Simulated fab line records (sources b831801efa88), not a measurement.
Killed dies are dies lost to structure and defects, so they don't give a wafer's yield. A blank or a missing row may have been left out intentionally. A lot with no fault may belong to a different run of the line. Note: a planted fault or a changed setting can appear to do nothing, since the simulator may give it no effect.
What tool caused it? :: flow gf180mcu :: 15 lots with 43 wafers sampled at 5 steps, on a route of 602 steps

== WHAT THE GAUGES READ, wafer by wafer ==
GF_HV_LDD_TW_MEAS_50. Usual: HV_LDD_4_TW typically reads 573.3, with standard deviation 2.7.
lot: L607
measured: day 12 19:16
on: film-metro-02
HV_LDD_4_TW: 576.3 576.7 576.6
flag: 

lot: L608
measured: day 13 01:18
on: film-metro-04
HV_LDD_4_TW: 568.5 570.1 571.7
flag: 

lot: L609
measured: day 13 07:49
on: film-metro-01
HV_LDD_4_TW: 575.6 574.9 573.9
flag: 

lot: L610
measured: day 13 13:50
on: film-metro-04
HV_LDD_4_TW: 569.9 569.0 570.0
flag: 

lot: L612
measured: day 14 05:17
on: film-metro-04
HV_LDD_4_TW: 570.6 570.0 573.1
flag: 

lot: L613
measured: day 14 14:03
on: film-metro-04
HV_LDD_4_TW: 512.8 570.3 570.3
flag: OFF

lot: L616
measured: day 15 13:31
on: film-metro-02
HV_LDD_4_TW: 517.8 574.9
flag: OFF

lot: L617
measured: day 15 21:58
on: film-metro-02
HV_LDD_4_TW: 518.9 574.5
flag: OFF

lot: L623
measured: day 18 01:29
on: film-metro-01
HV_LDD_4_TW: 579.3 578.4 579.9
flag: 

lot: L624
measured: day 18 07:26
on: film-metro-02
HV_LDD_4_TW: 574.6 575.3 572.6
flag: 

lot: L625
measured: day 19 05:58
on: film-metro-04
HV_LDD_4_TW: 575.6 573.2 570.9
flag: 

lot: L626
measured: day 19 07:22
on: film-metro-01
HV_LDD_4_TW: 573.7 574.9 576.6
flag: 

lot: L628
measured: day 19 20:38
on: film-metro-01
HV_LDD_4_TW: 573.8 573.6 573.5
flag: 

lot: L627
measured: day 19 21:34
on: film-metro-04
HV_LDD_4_TW: 576.0 575.6 577.1
flag: 

lot: L629
measured: day 20 03:23
on: film-metro-01
HV_LDD_4_TW: 573.9 575.7 577.0
flag: 

GF_M2_CD_MEAS_14: the cd target is 280 nm. Usual: cd-nm 279.7 nm, standard deviation 1.
lot: L607
measured: day 19 16:09
on: cd-sem-01
cd-nm (nm): 279.3 279.9 280.1
flag: 

lot: L608
measured: day 19 23:13
on: cd-sem-01
cd-nm (nm): 279.4 279.8 281.2
flag: 

lot: L609
measured: day 20 07:26
on: cd-sem-01
cd-nm (nm): 280.1 280.9 281.0
flag: 

lot: L610
measured: day 20 14:59
on: cd-sem-01
cd-nm (nm): 279.9 279.4 279.4
flag: 

lot: L612
measured: day 21 11:29
on: cd-sem-01
cd-nm (nm): 280.2 280.0 280.3
flag: 

lot: L613
measured: day 21 19:32
on: cd-sem-01
cd-nm (nm): 279.1 279.7 278.7
flag: 

lot: L616
measured: day 22 21:51
on: cd-sem-01
cd-nm (nm): 279.9 280.2
flag: 

lot: L617
measured: day 23 05:13
on: cd-sem-01
cd-nm (nm): 278.2 279.6
flag: 

lot: L623
measured: day 25 05:49
on: cd-sem-01
cd-nm (nm): 277.3 279.4 279.5
flag: 

lot: L624
measured: day 25 14:13
on: cd-sem-01
cd-nm (nm): 280.6 279.9 279.0
flag: 

lot: L625
measured: day 26 08:14
on: cd-sem-01
cd-nm (nm): 280.7 280.3 280.1
flag: 

lot: L626
measured: day 26 09:07
on: cd-sem-02
cd-nm (nm): 280.9 281.2 278.8
flag: 

lot: L628
measured: day 26 19:50
on: cd-sem-02
cd-nm (nm): 277.5 278.8 277.8
flag: 

lot: L627
measured: day 26 20:44
on: cd-sem-02
cd-nm (nm): 279.4 279.7 278.8
flag: 

lot: L629
measured: day 27 02:35
on: cd-sem-02
cd-nm (nm): 280.2 279.8 278.9
flag: 

GF_M2_OVL_MEAS_15. Usual: M2_OVL typically reads 3 nm, with standard deviation 6.4.
lot: L607
measured: day 19 16:14
on: overlay-02
M2_OVL (nm): 4 8 -2
flag: 

lot: L608
measured: day 19 23:20
on: overlay-01
M2_OVL (nm): 7 10 2
flag: 

lot: L609
measured: day 20 07:33
on: overlay-01
M2_OVL (nm): 0 3 1
flag: 

lot: L610
measured: day 20 15:05
on: overlay-02
M2_OVL (nm): -4 -3 2
flag: 

lot: L612
measured: day 21 11:35
on: overlay-01
M2_OVL (nm): -6 2 7
flag: 

lot: L613
measured: day 21 19:37
on: overlay-01
M2_OVL (nm): 8 7 13
flag: 

lot: L616
measured: day 22 21:56
on: overlay-02
M2_OVL (nm): 2 4
flag: 

lot: L617
measured: day 23 05:18
on: overlay-01
M2_OVL (nm): -8 1
flag: 

lot: L623
measured: day 25 05:56
on: overlay-02
M2_OVL (nm): -8 -3 -1
flag: 

lot: L624
measured: day 25 14:19
on: overlay-01
M2_OVL (nm): 11 10 9
flag: 

lot: L625
measured: day 26 08:19
on: overlay-01
M2_OVL (nm): -3 -4 -5
flag: 

lot: L626
measured: day 26 09:12
on: overlay-02
M2_OVL (nm): 5 6 13
flag: 

lot: L628
measured: day 26 19:56
on: overlay-01
M2_OVL (nm): 9 1 0
flag: 

lot: L627
measured: day 26 20:50
on: overlay-01
M2_OVL (nm): 3 11 10
flag: 

lot: L629
measured: day 27 02:41
on: overlay-02
M2_OVL (nm): -8 -10 -10
flag: 

== EACH LOT AND THE TOOL THAT RAN IT (in order: tool; ch and the chambers of the sampled wafers; start) ==
lot: L607
GF_HV_LDD_IMPLANT_48: implanter-02 ch 0, day 12 19:03
GF_M2_SPUTTER_00: pvd-sputter-03, day 18 15:56

lot: L608
GF_HV_LDD_IMPLANT_48: implanter-02 ch 0, day 13 01:03
GF_M2_SPUTTER_00: pvd-sputter-03, day 18 22:31

lot: L609
GF_HV_LDD_IMPLANT_48: implanter-04 ch 0, day 13 07:35
GF_M2_SPUTTER_00: pvd-sputter-03, day 19 06:54

lot: L610
GF_HV_LDD_IMPLANT_48: implanter-01 ch 0, day 13 13:36
GF_M2_SPUTTER_00: pvd-sputter-03, day 19 14:32

lot: L612
GF_HV_LDD_IMPLANT_48: implanter-01 ch 0, day 14 05:03
GF_M2_SPUTTER_00: pvd-sputter-02, day 20 10:27

lot: L613
GF_HV_LDD_IMPLANT_48: implanter-01 ch 0, day 14 13:50
GF_M2_SPUTTER_00: pvd-sputter-01, day 20 19:05

lot: L616
GF_HV_LDD_IMPLANT_48: implanter-01 ch 0, day 15 13:18
GF_M2_SPUTTER_00: pvd-sputter-01, day 21 22:42

lot: L617
GF_HV_LDD_IMPLANT_48: implanter-01 ch 0, day 15 21:45
GF_M2_SPUTTER_00: pvd-sputter-03, day 22 06:13

lot: L623
GF_HV_LDD_IMPLANT_48: implanter-01 ch 0, day 18 01:14
GF_M2_SPUTTER_00: pvd-sputter-03, day 24 07:57

lot: L624
GF_HV_LDD_IMPLANT_48: implanter-01 ch 0, day 18 07:10
GF_M2_SPUTTER_00: pvd-sputter-01, day 24 16:11

lot: L625
GF_HV_LDD_IMPLANT_48: implanter-02 ch 0, day 19 05:45
GF_M2_SPUTTER_00: pvd-sputter-01, day 25 10:57

lot: L626
GF_HV_LDD_IMPLANT_48: implanter-02 ch 0, day 19 07:09
GF_M2_SPUTTER_00: pvd-sputter-01, day 25 11:58

lot: L628
GF_HV_LDD_IMPLANT_48: implanter-04 ch 0, day 19 20:25
GF_M2_SPUTTER_00: pvd-sputter-02, day 25 23:15

lot: L627
GF_HV_LDD_IMPLANT_48: implanter-01 ch 0, day 19 21:19
GF_M2_SPUTTER_00: pvd-sputter-03, day 26 00:17

lot: L629
GF_HV_LDD_IMPLANT_48: implanter-02 ch 0, day 20 03:10
GF_M2_SPUTTER_00: pvd-sputter-02, day 26 05:45
- GF_HV_LDD_IMPLANT_48
- GF_M2_SPUTTER_00: material Ti, target thk 37.5 nm, time 150 s.

== WHAT THE TOOLS THEMSELVES READ (means of the sampled wafers that have a number; where no wafer has one, the mark that the record gives instead) ==
GF_M2_SPUTTER_00. Usual: throttle-valve-pct 30.4 %, standard deviation 0.63.
lot: L607
tool: pvd-sputter-03
throttle-valve-pct (%): 30.7
flag: 

lot: L608
tool: pvd-sputter-03
throttle-valve-pct (%): 30.5
flag: 

lot: L609
tool: pvd-sputter-03
throttle-valve-pct (%): 30.8
flag: 

lot: L610
tool: pvd-sputter-03
throttle-valve-pct (%): 30.4
flag: 

lot: L612
tool: pvd-sputter-02
throttle-valve-pct (%): 30.1
flag: 

lot: L613
tool: pvd-sputter-01
throttle-valve-pct (%): 30.4
flag: 

lot: L616
tool: pvd-sputter-01
throttle-valve-pct (%): 30.5
flag: 

lot: L617
tool: pvd-sputter-03
throttle-valve-pct (%): 30.0
flag: 

lot: L623
tool: pvd-sputter-03
throttle-valve-pct (%): 30.6
flag: 

lot: L624
tool: pvd-sputter-01
throttle-valve-pct (%): 30.7
flag: 

lot: L625
tool: pvd-sputter-01
throttle-valve-pct (%): 30.5
flag: 

lot: L626
tool: pvd-sputter-01
throttle-valve-pct (%): 30.6
flag: 

lot: L628
tool: pvd-sputter-02
throttle-valve-pct (%): 29.8
flag: 

lot: L627
tool: pvd-sputter-03
throttle-valve-pct (%): 30.4
flag: 

lot: L629
tool: pvd-sputter-02
throttle-valve-pct (%): 29.7
flag: 

== THE ANSWER, worked out from the rows above alone ==
Rule: a lot is off if the mean of its wafers that have a number lies more than 3 standard deviations from the usual mean. Also off: a lot with no number at a reading for which 4 or more lots have one. Where the step has rows for the other lots, those lots are counted as sound. After the gauges, taken in route order, come the tools' own readings; for these a lot's mean is taken, as printed above. The first step at which some lot is off is used, and at that step the reading that is off furthest; a lot without a number counts as furthest.
Off: at GF_HV_LDD_TW_MEAS_50 (HV_LDD_4_TW), L613, L616, L617.
If a tool, at a process step before that reading, ran all the lots that are off and no sound lot after the first of them, it fits. The gauges at GF_HV_LDD_TW_MEAS_50 are tried like those tools. None of those tried fits.

== WHAT WAS PUT IN BY THE SIMULATOR ==
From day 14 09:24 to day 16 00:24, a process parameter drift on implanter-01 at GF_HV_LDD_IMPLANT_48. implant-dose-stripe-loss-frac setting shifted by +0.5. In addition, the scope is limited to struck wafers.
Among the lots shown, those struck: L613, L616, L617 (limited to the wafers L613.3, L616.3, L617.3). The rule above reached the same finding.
